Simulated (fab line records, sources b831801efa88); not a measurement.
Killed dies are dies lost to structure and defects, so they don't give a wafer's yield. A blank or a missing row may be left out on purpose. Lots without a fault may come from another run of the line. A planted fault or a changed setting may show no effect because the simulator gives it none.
fab line records | flow sky130
record lots=14 wafers=42 last_day=51
route steps=708 shown METAL3@532 CAPM@537
lots that met no fault: from a run of the same line without faults
start_h: hours from the record's first day to the start of the lot's first wafer shown | wait_h: hours since the lot's step before | " the same as in the row above | L1.1+2: a row that stands for several wafers | - no value, or no start given | * or withheld: withheld | < > ~ a bound
route shown NAME@n: a module of which the file shows steps, and the number in the route of the first | usual: mean/standard deviation of fault-free wafers | same: alike in all rows | chamber/n: place in a boat | sites: the reading at each site | _std_site: their standard deviation | _edge_site: outer sites' mean less inner sites' | radius_mm: how far each site lies from the wafer's centre | mask NAME#n: copy n | behind: the tool/chamber that last shaped the wafer | hold: why the lot was held/for how many hours/how that ended | device: the transistor (n, p or np) that didn't switch | end of line: the same wafers' tests at the end of the route | a step without rows: its recipe alone | killed: dies lost to structure and defects at the first sort, not the wafer's yield | map: a wafer's dies, x killed, . not, _ none there
set.NAME: the setting as run; set.NAME@STEP: as run at that earlier step | model.NAME: the simulator's own value behind a step, which no gauge read
steps of the route over a sample of lots; a table a step, a row a wafer
services: from which hour (start_h, from the record's first day; less than 0 if before it) a tool's chamber was out of use, for how many hours, and why
## steps
# step SKY_METAL3_SPUTTER_00
# recipe material=Ti target_thk_nm=15 power_w=3000 time_s=10 chamber_pressure_pa=0.4
# usual throttle_valve_pct=30.1/1.1
# columns lot.wafer tool chamber start_h wait_h throttle_valve_pct
L752.1 pvd_sputter-04 - 856.83 0.2 30.6
L752.3 " - " " 29.2
L752.6 " - " " 29.1
L753.4 pvd_sputter-01 - 860.74 0.2 30.6
L753.5 " - " " 29.9
L753.6 " - " " 30.9
L754.1 pvd_sputter-01 - 867.66 0.2 31.0
L754.5 " - " " 30.1
L754.6 " - " " 31.1
L755.1 pvd_sputter-03 - 875.49 0.2 29.1
L755.3 " - " " 28.8
L755.5 " - " " 29.0
L756.1 pvd_sputter-03 - 887.79 0.1 28.9
L756.2 " - " " 29.7
L756.3 " - " " 28.4
L759.1 pvd_sputter-03 - 905.76 0.2 28.7
L759.4 " - " " 29.0
L759.5 " - " " 28.9
L758.2 pvd_sputter-03 - 907.14 0.1 28.5
L758.3 " - " " 29.3
L758.6 " - " " 29.7
L768.1 pvd_sputter-03 - 973.54 0.1 28.6
L768.3 " - " " 29.6
L768.6 " - " " 29.4
L769.1 pvd_sputter-04 - 973.84 0.1 29.5
L769.2 " - " " 32.7
L769.6 " - " " 30.8
L770.1 pvd_sputter-01 - 990.60 0.2 30.7
L770.2 " - " " 31.1
L770.4 " - " " 30.3
L771.1 pvd_sputter-01 - 993.08 0.2 31.0
L771.3 " - " " 31.0
L771.5 " - " " 30.2
L772.1 pvd_sputter-01 - 996.80 0.2 30.6
L772.2 " - " " 30.0
L772.6 " - " " 31.3
L773.1 pvd_sputter-01 - 999.52 0.1 29.9
L773.2 " - " " 31.3
L773.5 " - " " 31.0
L774.2 pvd_sputter-03 - 1039.28 0.2 28.8
L774.3 " - " " 29.5
L774.5 " - " " 29.1
# step SKY_CAPM_CVD_00
# recipe material=SiO2 target_thk_nm=15.5 temp_c=400 time_s=withheld rf_w=450
# usual heater_power_outer_w=393/61 heater_power_w=660/90
# columns lot.wafer tool chamber start_h wait_h heater_power_outer_w heater_power_w
L752.1 pecvd-04 0 856.98 0.0 401 694
L752.3 " 2 " " 341 603
L752.6 " 1 " " 408 702
L753.4 pecvd-04 2 860.90 0.0 326 574
L753.5 " 2 " " 338 583
L753.6 " 1 " " 359 633
L754.1 pecvd-01 0 867.81 0.0 263 464
L754.5 " 2 " " 399 624
L754.6 " 0 " " 273 476
L755.1 pecvd-04 1 875.65 0.0 423 739
L755.3 " 2 " " 355 597
L755.5 " 0 " " 418 710
L756.1 pecvd-01 1 887.94 0.0 465 742
L756.2 " 0 " " 352 570
L756.3 " 2 " " 397 625
L759.1 pecvd-04 1 905.91 0.0 399 680
L759.4 " 2 " " 324 580
L759.5 " 1 " " 392 674
L758.2 pecvd-03 1 907.30 0.0 532 849
L758.3 " 2 " " 410 707
L758.6 " 0 " " 382 623
L768.1 pecvd-01 0 973.69 0.0 283 491
L768.3 " 1 " " 406 687
L768.6 " 0 " " 289 492
L769.1 pecvd-03 0 973.99 0.0 408 659
L769.2 " 1 " " 511 833
L769.6 " 2 " " 338 610
L770.1 pecvd-03 0 990.76 0.0 401 664
L770.2 " 1 " " 521 811
L770.4 " 2 " " 410 680
L771.1 pecvd-04 1 993.24 0.0 361 637
L771.3 " 1 " " 354 639
L771.5 " 1 " " 349 643
L772.1 pecvd-03 0 996.95 0.0 409 671
L772.2 " 2 " " 407 698
L772.6 " 1 " " 513 843
L773.1 pecvd-04 1 999.67 0.0 396 687
L773.2 " 2 " " 259 491
L773.5 " 2 " " 253 488
L774.2 pecvd-03 1 1039.44 0.0 530 844
L774.3 " 2 " " 338 627
L774.5 " 2 " " 338 602
# step SKY_CAPM_RS_MEAS_03
# recipe thk_meas_gauge=four-point-probe reads=TiN_of_CAPM_SPUTTER_02
# usual CAPM_TIN_RS=6.93/0.073
# columns lot.wafer tool chamber start_h wait_h CAPM_TIN_RS[ohm/sq]
L752.1 film_metro-02 - 857.17 0.1 6.99
L752.3 " - " " 7.05
L752.6 " - " " 6.91
L753.4 film_metro-02 - 861.15 0.1 6.89
L753.5 " - " " 6.98
L753.6 " - " " 6.91
L754.1 film_metro-02 - 868.01 0.1 7.01
L754.5 " - " " 6.98
L754.6 " - " " 6.97
L755.1 film_metro-01 - 875.84 0.1 7.00
L755.3 " - " " 6.93
L755.5 " - " " 7.00
L756.1 film_metro-03 - 888.13 0.1 6.97
L756.2 " - " " 6.86
L756.3 " - " " 6.95
L759.1 film_metro-02 - 906.10 0.1 6.91
L759.4 " - " " 6.93
L759.5 " - " " 6.95
L758.2 film_metro-03 - 907.51 0.1 6.95
L758.3 " - " " 6.97
L758.6 " - " " 6.91
L768.1 film_metro-03 - 973.90 0.1 6.92
L768.3 " - " " 7.05
L768.6 " - " " 7.12
L769.1 film_metro-01 - 974.20 0.1 6.93
L769.2 " - " " 7.00
L769.6 " - " " 6.99
L770.1 film_metro-03 - 990.95 0.1 6.88
L770.2 " - " " 6.92
L770.4 " - " " 6.93
L771.1 film_metro-03 - 993.44 0.1 6.85
L771.3 " - " " 6.77
L771.5 " - " " 6.79
L772.1 film_metro-02 - 997.15 0.1 6.98
L772.2 " - " " 6.88
L772.6 " - " " 7.00
L773.1 film_metro-01 - 999.89 0.1 6.83
L773.2 " - " " 6.94
L773.5 " - " " 6.83
L774.2 film_metro-01 - 1039.65 0.1 6.92
L774.3 " - " " 6.82
L774.5 " - " " 6.97
# step SKY_METAL3_METAL_ETCH_18
# recipe target_depth_a=8450 stop_on=SiO2 over_etch_frac=0.3 time_s=183.1 chemistry=Cl2/BCl3 resist_sidewall_deg=88 pressure_mtorr=10 icp_w=900 bias_w=48.5 Cl2_flow_sccm=60 bcl3_flow_sccm=30
# usual bcl3_flow_sccm=29.99/0.088 bias_w=48.51/0.14 drypump_motor_current_A=5.8/0.42 oes_product_au=0.867/0.0062 throttle_valve_pct=22.265/0.0094
# columns lot.wafer tool chamber start_h wait_h bcl3_flow_sccm bias_w drypump_motor_current_A oes_product_au rf_hours_counter_h throttle_valve_pct
L752.1 rie_metal-04 0 910.09 0.0 29.89 48.52 6.1 0.866 9 22.266
L752.3 " 1 " " 29.93 48.83 6.2 0.868 - 22.272
L752.6 " 1 " " 30.00 48.62 6.2 0.863 - 22.256
L753.4 rie_metal-04 0 912.99 0.1 29.73 48.54 6.1 0.871 - 22.277
L753.5 " 0 " " 29.94 48.55 6.1 0.873 - 22.267
L753.6 " 1 " " 30.04 48.54 6.3 0.877 - 22.278
L754.1 rie_metal-04 1 919.41 0.0 29.98 48.53 6.3 0.871 1 22.255
L754.5 " 1 " " 30.02 48.53 6.3 0.868 - 22.264
L754.6 " 0 " " 29.91 48.43 6.1 0.872 - 22.274
L755.1 rie_metal-02 0 926.81 0.0 30.00 48.39 5.3 0.870 9 22.249
L755.3 " 0 " " 29.92 48.73 5.3 0.861 - 22.264
L755.5 " 0 " " 30.04 48.71 5.3 0.858 - 22.257
L756.1 rie_metal-01 1 938.14 0.0 29.96 48.22 6.1 0.863 10 22.263
L756.2 " 0 " " 29.95 48.43 5.6 0.869 1 22.267
L756.3 " 1 " " 30.01 48.42 6.1 0.877 - 22.284
L759.1 rie_metal-04 1 955.03 0.0 29.95 48.38 6.3 0.855 3 22.255
L759.4 " 1 " " 29.91 48.17 6.3 0.867 - 22.258
L759.5 " 1 " " 29.93 48.51 6.3 0.867 - 22.265
L758.2 rie_metal-02 0 956.18 0.0 29.92 48.38 5.3 0.867 11 22.260
L758.3 " 0 " " 30.05 48.40 5.3 0.870 - 22.269
L758.6 " 1 " " 29.92 48.77 5.1 0.872 - 22.263
L768.1 rie_metal-02 0 1020.79 0.0 - - - - - -
L768.3 " 0 " " - - - - - -
L768.6 " 0 " " - - - - - -
L769.1 rie_metal-01 0 1021.14 0.0 - - - - - -
L769.2 " 1 " " - - - - - -
L769.6 " 0 " " - - - - - -
L770.1 rie_metal-04 0 1037.31 0.0 29.95 48.83 6.1 0.876 15 22.258
L770.2 " 1 " " 30.00 48.67 6.3 0.871 8 22.264
L770.4 " 1 " " 30.05 48.49 6.3 0.872 - 22.272
L771.1 rie_metal-02 1 1039.88 0.0 29.83 48.47 5.2 0.875 14 22.270
L771.3 " 1 " " 29.97 48.58 5.1 0.877 - 22.259
L771.5 " 0 " " 29.97 48.51 5.3 0.870 - 22.273
L772.1 rie_metal-02 0 1042.76 0.0 29.94 48.44 5.3 0.869 16 22.262
L772.2 " 1 " " 29.97 48.47 5.1 0.864 14 22.264
L772.6 " 1 " " 29.96 48.76 5.1 0.859 - 22.279
L773.1 rie_metal-04 1 1045.89 0.0 30.00 48.25 6.3 0.868 9 22.255
L773.2 " 0 " " 29.97 48.48 6.1 0.868 16 22.265
L773.5 " 1 " " 29.90 48.35 6.3 0.874 - 22.267
L774.2 rie_metal-01 0 1083.04 0.0 30.10 48.53 5.6 0.849 8 22.271
L774.3 " 1 " " 30.05 48.51 6.1 0.864 - 22.260
L774.5 " 1 " " 30.01 48.58 6.1 0.848 - 22.244
# step SKY_METAL3_STRIP_19
# recipe chemistry=O2/N2 power_w=1400 pressure_mtorr=1500 platen_temp_c=withheld o2_flow_sccm=3000 n2_flow_sccm=300 overash_fraction=0.5
# usual drypump_motor_current_A=5.9/0.36 oes_product_au=0.501/0.0055 strip_time_to_endpoint_s=6.51/0.089
# same overash_fraction=0.5
# columns lot.wafer tool chamber start_h wait_h drypump_motor_current_A oes_product_au rf_hours_counter_h strip_time_to_endpoint_s
L752.1 plasma_asher-04 0 910.27 0.1 5.9 0.507 14 6.53
L752.3 " 1 " " 5.3 0.494 - 6.44
L752.6 " 0 " " 5.9 0.499 - 6.45
L753.4 plasma_asher-01 0 913.14 0.1 5.5 0.494 - 6.54
L753.5 " 0 " " 5.5 0.502 - 6.52
L753.6 " 1 " " 6.3 0.500 - 6.41
L754.1 plasma_asher-02 1 919.59 0.1 6.2 0.502 79 6.40
L754.5 " 1 " " 6.2 0.496 - 6.41
L754.6 " 0 " " 6.1 0.506 - 6.41
L755.1 plasma_asher-04 0 927.17 0.3 5.9 0.505 15 6.50
L755.3 " 1 " " 5.3 0.500 - 6.56
L755.5 " 1 " " 5.3 0.500 - 6.47
L756.1 plasma_asher-01 1 938.32 0.1 6.3 0.506 53 6.66
L756.2 " 0 " " 5.5 0.497 53 6.61
L756.3 " 1 " " 6.2 0.512 - 6.62
L759.1 plasma_asher-01 1 955.39 0.3 6.3 0.494 55 6.35
L759.4 " 1 " " 6.3 0.498 - 6.31
L759.5 " 0 " " 5.5 0.491 - 6.36
L758.2 plasma_asher-01 0 956.36 0.1 5.5 0.495 55 6.58
L758.3 " 0 " " 5.5 0.503 - 6.54
L758.6 " 1 " " 6.3 0.511 - 6.52
L768.1 plasma_asher-04 0 1020.97 0.1 5.9 0.714 25 11.85
L768.3 " 0 " " 5.9 0.712 - 11.87
L768.6 " 1 " " 5.3 0.711 - 11.87
L769.1 plasma_asher-04 1 1021.32 0.1 5.3 0.710 25 11.86
L769.2 " 0 " " 5.9 0.707 25 11.89
L769.6 " 0 " " 5.9 0.722 - 11.85
L770.1 plasma_asher-04 1 1037.49 0.1 5.3 0.492 26 6.45
L770.2 " 0 " " 5.9 0.496 26 6.40
L770.4 " 0 " " 5.9 0.494 - 6.33
L771.1 plasma_asher-04 1 1040.06 0.1 5.3 0.501 26 6.49
L771.3 " 0 " " 5.9 0.502 - 6.53
L771.5 " 0 " " 5.9 0.506 - 6.49
L772.1 plasma_asher-02 0 1042.94 0.1 6.1 0.502 92 6.67
L772.2 " 1 " " 6.2 0.507 92 6.55
L772.6 " 1 " " 6.2 0.506 - 6.54
L773.1 plasma_asher-02 1 1046.07 0.1 6.2 0.494 92 6.31
L773.2 " 0 " " 6.1 0.507 92 6.42
L773.5 " 1 " " 6.3 0.497 - 6.40
L774.2 plasma_asher-01 1 1083.22 0.1 6.3 0.499 68 6.51
L774.3 " 1 " " 6.3 0.502 - 6.54
L774.5 " 0 " " 5.5 0.498 - 6.55
## services
# columns tool chamber start_h hours kind
plasma_asher-04 - 838.07 0.9 repair
pvd_sputter-01 - 848.58 1.0 repair
pvd_sputter-03 - 849.68 2.0 repair
pvd_sputter-01 - 853.10 0.7 repair
rie_metal-04 - 869.15 0.3 repair
pvd_sputter-01 - 882.44 2.7 repair
plasma_asher-04 - 900.02 9.3 repair
rie_metal-02 0 905.12 13.0 repair
pecvd-03 - 907.82 15.6 pm
rie_metal-02 1 915.07 13.8 repair
pecvd-04 - 921.69 2.8 pm
pecvd-03 - 923.74 1.7 repair
pecvd-03 - 931.86 1.2 repair
pecvd-04 - 934.83 0.5 repair
rie_metal-02 0 944.98 5.0 repair
plasma_asher-01 - 948.41 1.1 repair
rie_metal-04 0 954.30 8.3 repair
pvd_sputter-01 - 973.24 4.6 repair
pvd_sputter-03 - 977.63 3.7 repair
pecvd-04 0 982.58 5.9 repair
pecvd-03 - 994.81 0.3 repair
pecvd-04 - 1000.33 0.3 repair
pecvd-04 0 1053.10 10.2 repair
plasma_asher-04 - 1056.23 2.3 repair
## key
first_sign step=SKY_METAL3_METAL_ETCH_18 reading=tool_record direction=missing
effect step=SKY_METAL3_STRIP_19 reading=strip_time_to_endpoint_s direction=up sigmas=60 usual=* struck=*
met_at SKY_METAL3_METAL_ETCH_18
struck_lots L768,L769
later_rows_left_out L768.1,L768.3,L768.6,L769.1,L769.2,L769.6
sort_left_out L768.1,L768.3,L768.6,L769.1,L769.2,L769.6
not_acting_at SKY_METAL3_SPUTTER_00,SKY_CAPM_CVD_00,SKY_CAPM_RS_MEAS_03
onset_between 956.18 1020.79
fault kind=skipped_step_whole tool=rie_metal-01,rie_metal-02 chamber=- onset_h=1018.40 steps=SKY_METAL3_METAL_ETCH_18 scope=struck_lots_only
# sort_left_out: the simulated sort isn't trusted on such a fault, so these wafers' sort isn't shown, and their yield isn't known
# later_rows_left_out: the simulator's readings of these wafers behind a module that went badly wrong aren't trusted and aren't shown, but for the sort
